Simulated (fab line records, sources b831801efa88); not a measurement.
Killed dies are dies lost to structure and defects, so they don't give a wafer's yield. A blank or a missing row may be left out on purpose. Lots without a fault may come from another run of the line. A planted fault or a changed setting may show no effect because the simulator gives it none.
Problem report in the 8D (eight disciplines) form, filled by code | flow gf180mcu | the parts of the form that need people (team, actions taken, sign-off) are left out

1. THE PROBLEM
NSD_RS at GF_PSD_RS_MEAS_14 reads a mean of 42.62 ohm/sq on 6 wafers of 2 lots; wafers without a fault read 46.15 ohm/sq with a standard deviation of 0.087. That is -41 standard deviations from the usual mean.
The step: measures by four-point-probe.
First seen on wafer L265.2, day 19 10:29, on film_metro-03. The record holds 39 wafers of 13 lots with a number at this step. Rule for "out", or "out of limits": more than 4 standard deviations from the usual mean. The other wafers with a number count as sound.

2. WHAT IT IS AND WHAT IT IS NOT
question                    | is                     | is not
which readings at this step | NSD_RS                 | -
which lots                  | L265, L268             | L252, L253, L255, L256, L258, L259, L260, L261, L262, L271, L272
which wafers of those lots  | all that have a number | -
read on which gauges        | film_metro-03          | film_metro-02, film_metro-04
when                        | from day 19 10:29      | up to then (27 sound wafers); but 6 sound wafers of L271, L272 came after

3. SUSPECTS, AND WHAT RULES EACH OUT
Counting: a tool at a process step up to the reading stays a suspect if it ran every lot that is out and no sound lot after the first of them.
- the gauge at GF_PSD_RS_MEAS_14: kept. All the wafers that are out were read on film_metro-03, and no step on other tools shows them out.
- rtp_anneal-01 at GF_PSD_RTA_13 (time 20 s): kept. It ran every lot that is out, first L265 (day 19 10:23), and no sound lot after that; its last sound lot up to then is L262 (day 18 13:12).
Left after counting: rtp_anneal-01 at GF_PSD_RTA_13, film_metro-03 at GF_PSD_RS_MEAS_14.

4. THE CAUSE (what the simulator had put in)
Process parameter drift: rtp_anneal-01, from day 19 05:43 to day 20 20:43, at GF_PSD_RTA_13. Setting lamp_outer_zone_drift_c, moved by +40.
Counting left 2 suspects, and this tool is among them.

5. THE CHAIN OF EFFECTS, in route order
Each row: a reading whose mean over the struck wafers that have a number lies more than 3 standard deviations from the usual. Only readings for which the record gives a usual standard deviation are gone through. hours: the time from each lot's start at the first step in this table that gives one to its start at this step, as a median over the lots. sigmas: the change in usual standard deviations.
hours | step              | reading | usual        | on struck wafers | change | sigmas
0     | GF_PSD_RS_MEAS_14 | NSD_RS  | 46.15 ohm/sq | 42.62            | -3.53  | -41
0     | GF_PSD_RS_MEAS_15 | PSD_RS  | 108.6 ohm/sq | 98.5             | -10.1  | -30
Later measuring or inspecting steps at which every struck wafer that the step has a row for has a number for every such reading, and none has moved that far: GF_SAB_THK_MEAS_01.

6. WHAT WOULD HAVE CAUGHT IT SOONER
In this record the first reading out of limits at a measuring or inspecting step was taken at day 19 10:29, 5 hours after the fault began at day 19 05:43.
Of the tool readings at GF_PSD_RTA_13 for which the record gives a usual standard deviation, none was out on any struck wafer, so an alarm limit of 4 standard deviations on them would not have fired.
Of the lots that are out (2), L268 began GF_PSD_RTA_13 on rtp_anneal-01 after day 19 10:29. A hold on the tool at that time would have spared it.
